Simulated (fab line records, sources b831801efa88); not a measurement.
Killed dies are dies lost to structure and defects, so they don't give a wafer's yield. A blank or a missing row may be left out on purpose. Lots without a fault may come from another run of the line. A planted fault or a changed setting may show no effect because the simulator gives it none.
Which tool did it? | flow sky130 | 13 lots, 39 wafers sampled, at 4 steps of a route of 708

WHAT THE GAUGES READ, wafer by wafer
SKY_CAP2M_RS_MEAS_03: measures by four-point-probe. Usual: CAP2M_TIN_RS 6.91 ohm/sq, standard deviation 0.081.
lot  | measured     | on            | CAP2M_TIN_RS (ohm/sq) | flag
L908 | day 39 10:43 | film_metro-03 | 6.97 7.01 6.99        |
L909 | day 39 13:01 | film_metro-04 | 6.91 6.95 6.94        |
L910 | day 40 02:50 | film_metro-03 | 7.14 7.00 7.12        |
L911 | day 40 07:30 | film_metro-04 | 6.87 6.73 6.73        |
L913 | day 40 21:41 | film_metro-01 | 6.95 6.94 6.95        |
L914 | day 41 06:48 | film_metro-01 | 6.91 6.86 7.06        |
L915 | day 41 18:50 | film_metro-03 | 6.92 6.94 6.91        |
L916 | day 42 14:40 | film_metro-01 | 6.77 6.84 6.97        |
L918 | day 43 05:57 | film_metro-03 | 6.89 6.94 7.05        |
L924 | day 44 09:58 | film_metro-03 | 7.04 7.06 6.92        |
L926 | day 44 14:56 | film_metro-04 | 6.94 6.90 6.97        |
L929 | day 45 18:16 | film_metro-03 | 6.94 6.87 6.89        |
L931 | day 45 23:40 | film_metro-03 | 6.80 6.94 6.97        |

SKY_PAD_OPEN_BOW_MEAS_13. Usual: PAD_OPEN_BOW 49 um, standard deviation 8.4.
lot  | measured     | on            | PAD_OPEN_BOW (um) | flag
L908 | day 45 12:21 | film_metro-03 | 52 45 42          |
L909 | day 45 14:07 | film_metro-01 | 41 35 48          |
L910 | day 46 02:17 | film_metro-03 | 37 38 47          |
L911 | day 46 04:29 | film_metro-03 | 59 42 45          |
L913 | day 46 18:00 | film_metro-01 | 42 45 55          |
L914 | day 47 01:04 | film_metro-01 | 47 49 40          |
L915 | day 47 10:28 | film_metro-04 | 45 50 58          |
L916 | day 48 01:58 | film_metro-04 | 60 44 55          |
L918 | day 48 15:55 | film_metro-04 | 61 50 52          |
L924 | day 49 17:05 | film_metro-04 | 41 31 43          |
L926 | day 49 20:48 | film_metro-01 | 41 54 52          |
L929 | day 50 16:43 | film_metro-03 | 65 50 54          |
L931 | day 50 21:03 | film_metro-03 | 51 52 54          |

WHICH TOOL RAN EACH LOT (tool, then ch and the chambers of the sampled wafers, then the start)
lot  | SKY_VIA3_SPUTTER_20          | SKY_METAL5_SPUTTER_04
L908 | pvd_sputter-01, day 39 09:43 | pvd_sputter-04, day 42 14:35
L909 | pvd_sputter-03, day 39 12:00 | pvd_sputter-04, day 42 15:24
L910 | pvd_sputter-01, day 40 01:49 | pvd_sputter-04, day 43 05:54
L911 | pvd_sputter-03, day 40 06:29 | pvd_sputter-04, day 43 08:40
L913 | pvd_sputter-01, day 40 20:18 | pvd_sputter-03, day 43 23:25
L914 | pvd_sputter-04, day 41 05:40 | pvd_sputter-01, day 44 08:04
L915 | pvd_sputter-03, day 41 17:48 | pvd_sputter-01, day 44 18:30
L916 | pvd_sputter-03, day 42 13:37 | pvd_sputter-01, day 45 12:04
L918 | pvd_sputter-01, day 43 04:56 | pvd_sputter-01, day 46 02:47
L924 | pvd_sputter-01, day 44 08:49 | pvd_sputter-03, day 47 04:26
L926 | pvd_sputter-01, day 44 13:52 | pvd_sputter-04, day 47 09:35
L929 | pvd_sputter-03, day 45 17:15 | pvd_sputter-04, day 48 08:34
L931 | pvd_sputter-01, day 45 22:40 | pvd_sputter-03, day 48 14:16
- SKY_VIA3_SPUTTER_20: material TiN, target thk 20 nm, time 80 s.
- SKY_METAL5_SPUTTER_04: material TiN, target thk 70 nm, time 58.3 s.

WHAT THE TOOLS THEMSELVES READ (means of the sampled wafers that have a number; where no wafer has one, the mark that the record gives instead)
SKY_VIA3_SPUTTER_20. Usual: cathode_dc_power_W 3999.9 W, standard deviation 0.68; throttle_valve_pct 29.6 %, standard deviation 0.85.
lot  | tool           | cathode_dc_power_W (W) | throttle_valve_pct (%) | flag
L908 | pvd_sputter-01 | 3999.8                 | 29.6                   |
L909 | pvd_sputter-03 | 4000.3                 | 29.1                   |
L910 | pvd_sputter-01 | 3999.8                 | 30.2                   |
L911 | pvd_sputter-03 | 3999.6                 | 29.6                   |
L913 | pvd_sputter-01 | 4000.1                 | 29.9                   |
L914 | pvd_sputter-04 | 4000.1                 | 29.8                   |
L915 | pvd_sputter-03 | 4000.0                 | 29.5                   |
L916 | pvd_sputter-03 | 3999.8                 | 29.5                   |
L918 | pvd_sputter-01 | 4000.0                 | 30.3                   |
L924 | pvd_sputter-01 | 4000.3                 | 29.0                   |
L926 | pvd_sputter-01 | 3999.5                 | 29.0                   |
L929 | pvd_sputter-03 | 3999.8                 | 29.9                   |
L931 | pvd_sputter-01 | 4000.4                 | 29.4                   |

SKY_METAL5_SPUTTER_04. Usual: cathode_dc_power_W 6500.2 W, standard deviation 1.3; throttle_valve_pct 29.7 %, standard deviation 0.84.
lot  | tool           | cathode_dc_power_W (W) | throttle_valve_pct (%) | flag
L908 | pvd_sputter-04 | 6501.3                 | 29.4                   |
L909 | pvd_sputter-04 | 6501.6                 | 29.4                   |
L910 | pvd_sputter-04 | 6499.5                 | 30.0                   |
L911 | pvd_sputter-04 | 6500.5                 | 30.2                   |
L913 | pvd_sputter-03 | 6501.4                 | 29.6                   |
L914 | pvd_sputter-01 | 6500.2                 | 29.6                   |
L915 | pvd_sputter-01 | 6500.8                 | 29.3                   |
L916 | pvd_sputter-01 | 6250.9                 | 29.7                   | OFF
L918 | pvd_sputter-01 | 6251.0                 | 29.7                   | OFF
L924 | pvd_sputter-03 | 6499.2                 | 29.4                   |
L926 | pvd_sputter-04 | 6499.4                 | 30.5                   |
L929 | pvd_sputter-04 | 6499.2                 | 29.9                   |
L931 | pvd_sputter-03 | 6499.7                 | 30.2                   |

THE ANSWER, worked out from the rows above alone
Rule: a lot is off if the mean of its wafers that have a number lies more than 3 standard deviations from the usual mean. A lot without any number at a reading at which 4 lots or more have one is off too. The other lots that the step has rows for count as sound. The gauges are gone through in route order, then the tools' own readings, and for those a lot's mean is taken as printed above. The first step at which some lot is off is used, and at that step the reading that is off furthest; a lot without a number counts as furthest.
Off: L916, L918, at SKY_METAL5_SPUTTER_04 (cathode_dc_power_W).
A tool fits if, at that step or a process step before it, it ran every lot that is off, and no sound lot after the first of them. One fits: pvd_sputter-01 at SKY_METAL5_SPUTTER_04. Its last sound lot is L915 (day 44 18:30), its first lot that is off L916 (day 45 12:04): a fault that began between those two fits.
The tool's own readings at SKY_METAL5_SPUTTER_04 bear it out: on the lots that are off they differ by more than 5 times the standard deviation of the sound lots' means. cathode_dc_power_W reads 6250.9 W there against 6500.3 W on the sound lots.

WHAT THE SIMULATOR HAD PUT IN
Process parameter drift: pvd_sputter-01, from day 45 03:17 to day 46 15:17, at SKY_METAL5_SPUTTER_04. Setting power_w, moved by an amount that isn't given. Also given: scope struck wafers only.
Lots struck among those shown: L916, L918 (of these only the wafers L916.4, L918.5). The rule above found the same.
